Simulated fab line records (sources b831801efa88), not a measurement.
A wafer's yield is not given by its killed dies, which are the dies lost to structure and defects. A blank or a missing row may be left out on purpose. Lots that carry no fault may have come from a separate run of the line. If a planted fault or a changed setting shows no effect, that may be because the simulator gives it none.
Split-lot experiment -- flow gf180mcu -- 23 wafers read across 5 lots, on a route 602 steps long

== ON THE SPLIT ==
At GF_V3_SPUTTER_21 (material Ti, target thk 15 nm, time 80.02 s), the setting powerW was moved away from the recipe's 2500 W on 9 of the 23 wafers read, by -10.7% to +4.9%. This setting was run at the recipe's value on the other wafers.

The split's own step is where the reading is taken.

== THE READING ==
Ti_of_V3_SPUTTER_21.thkNm (the simulator's own value, which no gauge read), in nm, at GF_V3_SPUTTER_21 (material Ti, target thk 15 nm, time 80.02 s). The file does not state a usual value for it. Average 14.91 nm, standard deviation 0.29 nm, over the 14 wafers here run with the recipe.

wafer,"tool, chamber at the split","powerW as run, W",against the recipe,"Ti_of_V3_SPUTTER_21.thkNm, nm",against lot-mates on the recipe
L074.1,"pvdSputter-01, -",2622,+4.9%,15.86,+0.63
L074.2,"pvdSputter-01, -",2500,recipe,15.27,-
L074.3,"pvdSputter-01, -",2622,+4.9%,15.74,+0.52
L074.4,"pvdSputter-01, -",2500,recipe,15.18,-
L074.5,"pvdSputter-01, -",2622,+4.9%,16.09,+0.87
L076.2,"pvdSputter-04, -",2500,recipe,14.69,-
L076.3,"pvdSputter-04, -",2500,recipe,14.65,-
L076.6,"pvdSputter-04, -",2500,recipe,14.49,-
L077.1,"pvdSputter-04, -",2334,-6.6%,14.4,-0.87
L077.3,"pvdSputter-04, -",2500,recipe,15.3,-
L077.4,"pvdSputter-04, -",2500,recipe,15.12,-
L077.5,"pvdSputter-04, -",2334,-6.6%,14.25,-1.02
L077.6,"pvdSputter-04, -",2500,recipe,15.39,-
L082.2,"pvdSputter-04, -",2233,-10.7%,13.25,-1.42
L082.3,"pvdSputter-04, -",2233,-10.7%,13.4,-1.27
L082.4,"pvdSputter-04, -",2500,recipe,14.59,-
L082.5,"pvdSputter-04, -",2500,recipe,14.8,-
L082.6,"pvdSputter-04, -",2500,recipe,14.61,-
L084.1,"pvdSputter-03, -",2500,recipe,14.98,-
L084.2,"pvdSputter-03, -",2329,-6.8%,14.13,-0.77
L084.3,"pvdSputter-03, -",2500,recipe,14.72,-
L084.4,"pvdSputter-03, -",2500,recipe,15.01,-
L084.5,"pvdSputter-03, -",2329,-6.8%,14.08,-0.82

THE FIT
A straight line over all 23 wafers: Ti_of_V3_SPUTTER_21.thkNm changes by +0.145 nm for each +1% of powerW; r = +0.92; the points scatter about the line by 0.28 nm.
The same after taking each lot's own level away (the mean of its wafers on the recipe; 23 wafers): +0.129 nm for each +1%; r = +0.98; scatter 0.11 nm.
The reading moves by 1.4 nm for the largest change in powerW, on that fit.
From 14.610 to 15.270 nm: that is the span of the lots' own levels, equal to 2.3 times the standard deviation above.
Thus the slope moves with the lot-to-lot level: the two fits are different.
Check: for one of the wafers moved furthest among these (-10.7%), held out of the fit, the line's prediction against its lot-mates is -1.36 nm. It came out at -1.42 nm against them.

== ADDITIONAL SPLITS CARRIED BY THESE WAFERS ==
Other splits were also applied to these wafers ahead of the reading. Each is held against what the fit with the lots' levels taken away leaves over:
other split on the same wafers,wafers away from the commonest value,r with Ti_of_V3_SPUTTER_21.thkNm (lot level and that fit taken away)
GF_V3_DEVELOP_13 developTimeS,9,-0.06

== THE FILE'S OWN FIT ==
Ti_of_V3_SPUTTER_21.thkNm changes by +0.128 nm for each +1% of powerW, r = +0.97.
